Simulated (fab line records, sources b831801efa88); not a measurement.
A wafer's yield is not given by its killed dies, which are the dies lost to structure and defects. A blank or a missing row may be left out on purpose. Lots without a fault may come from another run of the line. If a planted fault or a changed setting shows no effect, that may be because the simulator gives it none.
fab line records ; flow sky130
record lots=6; wafers=16; last_day=50
route steps=708 shown METAL2@490 PAD_OPEN@708
lots that met no fault: taken from a fault-free run of the same line
start_h: hours from the record's opening day to when the first of the lot's shown wafers began ; wait_h: hours elapsed since this lot's preceding step ; " same as the row above ; L1.1+2: a row that stands for several wafers ; - value missing, or start not given ; * or withheld: withheld ; < > ~ a bound
route shown NAME@n: names a module that has steps shown in the file, with the first one's number in the route ; usual: mean and standard deviation over wafers with no fault ; same: alike in all rows ; chamber/n: place in a boat ; sites: the reading at each site ; _std_site: the standard deviation of these ; _edge_site: the outer-site mean with the inner-site mean subtracted ; radius_mm: how far each site lies from the wafer's centre ; mask NAME#n: copy n ; behind: the tool/chamber that last shaped the wafer ; hold: cause of the lot's hold/its duration in hours/its outcome ; device: the n, p or np transistor that did not switch ; end of line: tests run on the same wafers once the route is complete ; for a step that has no rows: nothing shown but its recipe ; killed: not the wafer's yield, but the dies lost to structure and defects at the first sort ; map: dies across one wafer; x = killed, . = not, _ = none there
set.NAME: setting as actually run; set.NAME@STEP: the setting as run at that earlier step ; model.NAME: the simulator's own value behind a step, which no gauge read
a table for each step, a row for each wafer; lots at some steps of the route
services: from which hour (start_h, from the record's first day; less than 0 if before it) a tool's chamber was out of use, for how many hours, and why
## steps
# step SKY_METAL2_DEHYDRATE_07
# recipe temp_c=200; time_s=60
# step SKY_METAL2_HMDS_08
# recipe prime_time_s=60; prime_temp_c=120
# step SKY_METAL2_COAT_09
# recipe resist=BARC; temp_c=withheld; time_s=withheld; spin_rpm=3000; resist_thk_nm=60
# step SKY_METAL2_COAT_10
# recipe resist=KrF-thick; spin_rpm=3000; resist_thk_nm=450
# step SKY_METAL2_SOFTBAKE_11
# recipe temp_c=100; time_s=90; resist=KrF-thick
# step SKY_METAL2_EXPOSE_12
# recipe mask_id=MM2; na=0.8; source_shape=annular; sigma_inner=0.55; sigma_outer=0.85; target_cd_nm=140; dose_mj=28
# step SKY_METAL2_PEB_13
# recipe peb_temp_c=withheld; peb_time_s=withheld; resist=KrF-thick
# step SKY_METAL2_DEVELOP_14
# recipe develop_time_s=60; resist=KrF-thick; dev_temp_c=21
# step SKY_METAL2_CD_MEAS_15
# recipe target_cd_nm=140
# usual cd_nm=140.1/1.4
lot.wafer;tool;chamber;start_h;wait_h;cd_nm
L711.1;cd_sem-01;-;870.09;-;141.2
L711.3;cd_sem-01;-;870.09;-;141.3
L711.4;cd_sem-01;-;870.09;-;140.7
L714.2;cd_sem-01;-;901.81;-;142.7
L714.4;cd_sem-01;-;901.81;-;141.4
L714.6;cd_sem-01;-;901.81;-;140.9
L723.2;cd_sem-02;-;937.92;-;139.0
L723.4;cd_sem-02;-;937.92;-;139.8
L720.3;cd_sem-01;-;939.79;-;140.6
L720.5;cd_sem-01;-;939.79;-;140.1
L728.1;cd_sem-01;-;965.45;-;138.1
L728.3;cd_sem-01;-;965.45;-;138.0
L728.6;cd_sem-01;-;965.45;-;137.3
L729.2;cd_sem-02;-;976.47;-;142.5
L729.4;cd_sem-02;-;976.47;-;141.0
L729.6;cd_sem-02;-;976.47;-;141.9
# step SKY_METAL2_OVL_MEAS_16
# usual METAL2_OVL=-1/6.7
lot.wafer;tool;chamber;start_h;wait_h;METAL2_OVL[nm]
L711.1;overlay-02;-;870.21;0.1;-11
L711.3;overlay-02;-;870.21;0.1;-7
L711.4;overlay-02;-;870.21;0.1;-8
L714.2;overlay-02;-;901.91;0.1;1
L714.4;overlay-02;-;901.91;0.1;10
L714.6;overlay-02;-;901.91;0.1;14
L723.2;overlay-01;-;938.02;0.1;-5
L723.4;overlay-01;-;938.02;0.1;-6
L720.3;overlay-02;-;939.88;0.1;1
L720.5;overlay-02;-;939.88;0.1;9
L728.1;overlay-02;-;965.57;0.1;-4
L728.3;overlay-02;-;965.57;0.1;-5
L728.6;overlay-02;-;965.57;0.1;-12
L729.2;overlay-01;-;976.58;0.1;-3
L729.4;overlay-01;-;976.58;0.1;-7
L729.6;overlay-01;-;976.58;0.1;-1
# step SKY_METAL2_DESCUM_17
# recipe chemistry=O2; source_power_w=150; bias_power_w=0; pressure_mtorr=10; temp_c=40; time_s=8
# usual drypump_motor_current_A=5.87/0.16; oes_product_au=0.993/0.008
lot.wafer;tool;chamber;start_h;wait_h;drypump_motor_current_A;oes_product_au;rf_hours_counter_h
L711.1;rie_metal-02;0;870.25;0.0;6.15;1.003;17
L711.3;rie_metal-02;1;870.25;0.0;5.64;0.993;-
L711.4;rie_metal-02;0;870.25;0.0;6.14;0.996;-
L714.2;rie_metal-01;0;901.95;0.0;6.02;0.996;-
L714.4;rie_metal-01;0;901.95;0.0;6.00;1.000;-
L714.6;rie_metal-01;0;901.95;0.0;6.02;0.998;-
L723.2;rie_metal-02;1;938.05;0.0;5.69;0.986;2
L723.4;rie_metal-02;1;938.05;0.0;5.68;0.991;-
L720.3;rie_metal-02;1;939.91;0.0;5.66;0.988;-
L720.5;rie_metal-02;1;939.91;0.0;5.63;0.984;-
L728.1;rie_metal-01;0;965.60;0.0;5.99;0.996;16
L728.3;rie_metal-01;0;965.60;0.0;6.02;0.999;-
L728.6;rie_metal-01;0;965.60;0.0;6.00;0.989;-
L729.2;rie_metal-04;0;976.61;0.0;5.72;0.988;2
L729.4;rie_metal-04;0;976.61;0.0;5.72;1.002;-
L729.6;rie_metal-04;1;976.61;0.0;5.79;0.996;-
# step SKY_METAL2_ETCH_18
# recipe chemistry=N2/H2; target=BARC; ion_energy_ev=200; bias_w=100; pressure_mtorr=30; n2_flow_sccm=100; h2_flow_sccm=200; icp_w=500; stop_on=SiO2; time_s=45.9; target_depth_a=600
# usual drypump_motor_current_A=5.88/0.16; oes_product_au=0.854/0.0051; throttle_valve_pct=13.225/0.0093
lot.wafer;tool;chamber;start_h;wait_h;drypump_motor_current_A;oes_product_au;rf_hours_counter_h;throttle_valve_pct
L711.1;rie_metal-02;0;870.28;0.0;6.15;0.854;17;13.238
L711.3;rie_metal-02;1;870.28;0.0;5.64;0.850;-;13.232
L711.4;rie_metal-02;0;870.28;0.0;6.14;0.841;-;13.225
L714.2;rie_metal-01;0;902.03;0.1;6.03;0.861;-;13.222
L714.4;rie_metal-01;0;902.03;0.1;6.03;0.855;-;13.221
L714.6;rie_metal-01;0;902.03;0.1;6.03;0.856;-;13.222
L723.2;rie_metal-02;1;938.08;0.0;5.66;0.859;2;13.224
L723.4;rie_metal-02;1;938.08;0.0;5.66;0.852;-;13.225
L720.3;rie_metal-02;1;939.96;0.0;5.67;0.861;-;13.228
L720.5;rie_metal-02;1;939.96;0.0;5.66;0.845;-;13.222
L728.1;rie_metal-01;0;965.64;0.0;6.02;0.846;16;13.212
L728.3;rie_metal-01;0;965.64;0.0;6.01;0.853;-;13.223
L728.6;rie_metal-01;0;965.64;0.0;5.99;0.857;-;13.219
L729.2;rie_metal-04;0;976.64;0.0;5.72;0.854;2;13.240
L729.4;rie_metal-04;0;976.64;0.0;5.74;0.854;-;13.221
L729.6;rie_metal-04;1;976.64;0.0;5.78;0.855;-;13.222
# step SKY_METAL2_METAL_ETCH_19
# recipe target_depth_a=3600; stop_on=SiO2; over_etch_frac=0.3; time_s=78; chemistry=Cl2/BCl3; resist_sidewall_deg=88; pressure_mtorr=10; icp_w=900; bias_w=48.5; Cl2_flow_sccm=60; bcl3_flow_sccm=30
# usual drypump_motor_current_A=5.87/0.16; oes_product_au=0.854/0.0055; over_etch_frac=0.3/0; throttle_valve_pct=22.264/0.0086
lot.wafer;tool;chamber;start_h;wait_h;drypump_motor_current_A;oes_product_au;over_etch_frac;rf_hours_counter_h;throttle_valve_pct;model.KrF-thick_of_METAL2_COAT_10.thk_nm
L711.1;rie_metal-02;0;870.34;0.0;6.12;0.853;0.3;17;22.258;164
L711.3;rie_metal-02;1;870.34;0.0;5.68;0.852;0.3;-;22.255;168.1
L711.4;rie_metal-02;0;870.34;0.0;6.14;0.852;0.3;-;22.276;163.9
L714.2;rie_metal-01;0;902.16;0.1;6.01;0.856;0.3;-;22.270;158.5
L714.4;rie_metal-01;0;902.16;0.1;6.01;0.853;0.3;-;22.271;158.7
L714.6;rie_metal-01;0;902.16;0.1;5.99;0.843;0.3;-;22.241;160.9
L723.2;rie_metal-02;1;938.15;0.0;5.64;0.877;0.25886;2;22.271;171.6
L723.4;rie_metal-02;1;938.15;0.0;5.62;0.847;0.3;-;22.257;165.2
L720.3;rie_metal-02;1;940.03;0.1;5.67;0.866;0.25886;-;22.256;167.9
L720.5;rie_metal-02;1;940.03;0.1;5.70;0.857;0.3;-;22.260;162.6
L728.1;rie_metal-01;0;965.70;0.0;6.00;0.864;0.3;16;22.276;163.7
L728.3;rie_metal-01;0;965.70;0.0;6.01;0.844;0.3;-;22.276;167
L728.6;rie_metal-01;0;965.70;0.0;5.98;0.857;0.3;-;22.261;166.4
L729.2;rie_metal-04;0;976.70;0.0;5.74;0.860;0.3;2;22.273;159
L729.4;rie_metal-04;0;976.70;0.0;5.76;0.846;0.3;-;22.266;157.9
L729.6;rie_metal-04;1;976.70;0.0;5.79;0.841;0.3;-;22.259;156.2
# step SKY_METAL2_STRIP_20
# recipe chemistry=O2/N2; power_w=1400; pressure_mtorr=1500; platen_temp_c=withheld; o2_flow_sccm=3000; n2_flow_sccm=300; overash_fraction=0.5
# usual drypump_motor_current_A=5.7/0.42; oes_product_au=0.345/0.0048; strip_time_to_endpoint_s=2.73/0.034
lot.wafer;tool;chamber;start_h;wait_h;drypump_motor_current_A;oes_product_au;rf_hours_counter_h;strip_time_to_endpoint_s
L711.1;plasma_asher-01;1;870.43;0.1;6.3;0.336;44;2.75
L711.3;plasma_asher-01;0;870.43;0.1;5.3;0.352;-;2.80
L711.4;plasma_asher-01;1;870.43;0.1;6.2;0.344;-;2.74
L714.2;plasma_asher-01;0;902.31;0.1;5.2;0.347;47;2.69
L714.4;plasma_asher-01;0;902.31;0.1;5.2;0.346;-;2.70
L714.6;plasma_asher-01;1;902.31;0.1;6.2;0.345;-;2.74
L723.2;plasma_asher-04;1;938.24;0.1;6.0;0.337;21;2.85
L723.4;plasma_asher-04;0;938.24;0.1;5.2;0.354;-;2.78
L720.3;plasma_asher-03;0;940.12;0.1;6.1;0.350;-;2.79
L720.5;plasma_asher-03;1;940.12;0.1;5.6;0.347;-;2.75
L728.1;plasma_asher-01;0;965.79;0.1;5.2;0.344;53;2.77
L728.3;plasma_asher-01;0;965.79;0.1;5.2;0.341;-;2.79
L728.6;plasma_asher-01;0;965.79;0.1;5.2;0.341;-;2.78
L729.2;plasma_asher-03;0;976.79;0.1;6.2;0.336;115;2.70
L729.4;plasma_asher-03;0;976.79;0.1;6.1;0.338;-;2.70
L729.6;plasma_asher-03;1;976.79;0.1;5.6;0.355;-;2.65
# step SKY_METAL2_STRIP_21
# recipe chemistry=post_etch_residue_remover; time_s=1200; temp_c=72.5
# step SKY_PAD_OPEN_PROBE_99
# usual defect_limited_yield=82.3/1.8; killed_at_M0_to_M3=44/6.9; killed_at_M4_up=3.3/1.7; killed_at_contacts=24/5.5; killed_at_front_end=16/4.5; killed_at_other=0.2/0.46; killed_dies=87/9.1; killed_open=48/7.3; killed_short=39/6.2; sort_bin_3_pad_short=0.9/0.4; sort_bin_5_function=10.4/1.5; sort_bin_6_memory=6.4/1.2; sort_n_pass=405/9.1; sort_yield_pct=82.3/1.8
# same gross_dies=492; killed_at_back_side=0; sort_bin_4_leakage[%]=0; sort_bin_8_speed[%]=0
lot.wafer;tool;chamber;start_h;wait_h;defect_limited_yield[%];killed_at_M0_to_M3;killed_at_M4_up;killed_at_contacts;killed_at_front_end;killed_at_other;killed_dies;killed_open;killed_short;sort_bin_3_pad_short[%];sort_bin_5_function[%];sort_bin_6_memory[%];sort_n_pass;sort_yield_pct[%]
L728.6;prober-01;-;1186.62;0.2;80.7;37;3;30;24;1;95;53;42;0.4;12.0;6.9;397;80.7
# killed by level:class
L728.6 CONTACT:geometric_particle:open=16 VIA1:geometric_particle:open=12 POLY_GATE:geometric_particle:short=11 LI_CONTACT:geometric_particle:open=5 POLY_GATE:geometric_particle:open=4 CONTACT:geometric_particle:short=4 VIA3:geometric_particle:open=4 METAL2:geometric_particle:short=4
## services
tool;chamber;start_h;hours;kind
rie_metal-02;1;881.25;-;clean
rie_metal-02;1;881.25;18.9;scheduled_down
rie_metal-02;1;881.25;18.9;vent_cycle
plasma_asher-04;-;883.22;0.8;repair
rie_metal-02;0;899.43;2.2;repair
rie_metal-04;0;909.02;-;clean
rie_metal-04;0;909.02;14.6;scheduled_down
rie_metal-04;0;909.02;14.6;vent_cycle
rie_metal-02;0;920.50;-;clean
rie_metal-02;0;920.50;16.0;scheduled_down
rie_metal-02;0;920.50;16.0;vent_cycle
rie_metal-04;-;928.42;2.8;pm
rie_metal-02;-;959.38;1.4;pm
## key
first_sign step=SKY_METAL2_METAL_ETCH_19; reading=over_etch_frac; direction=down; sigmas=99+; usual=0.3; struck=0.25886
effect step=SKY_METAL2_METAL_ETCH_19; reading=oes_product_au; direction=up; sigmas=3.3; usual=0.854; struck=0.871
effect step=SKY_METAL2_STRIP_20; reading=strip_time_to_endpoint_s; direction=up; sigmas=2.6; usual=*; struck=*
model_effect step=SKY_METAL2_METAL_ETCH_19; value=KrF-thick_of_METAL2_COAT_10.thk_nm; without=162.5; struck=169.7
met_at SKY_METAL2_METAL_ETCH_19
struck_wafers L720.3,L723.2
onset_between 870.34 938.15
fault kind=process_parameter_drift; tool=rie_metal-02; chamber=-; onset_h=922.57; steps=SKY_METAL2_METAL_ETCH_19; channel=over_etch_frac; offset=-0.041145; shape=step; end_h=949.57; scope=struck_wafers_only; acts_in=these_recipes_only; stated=0.3
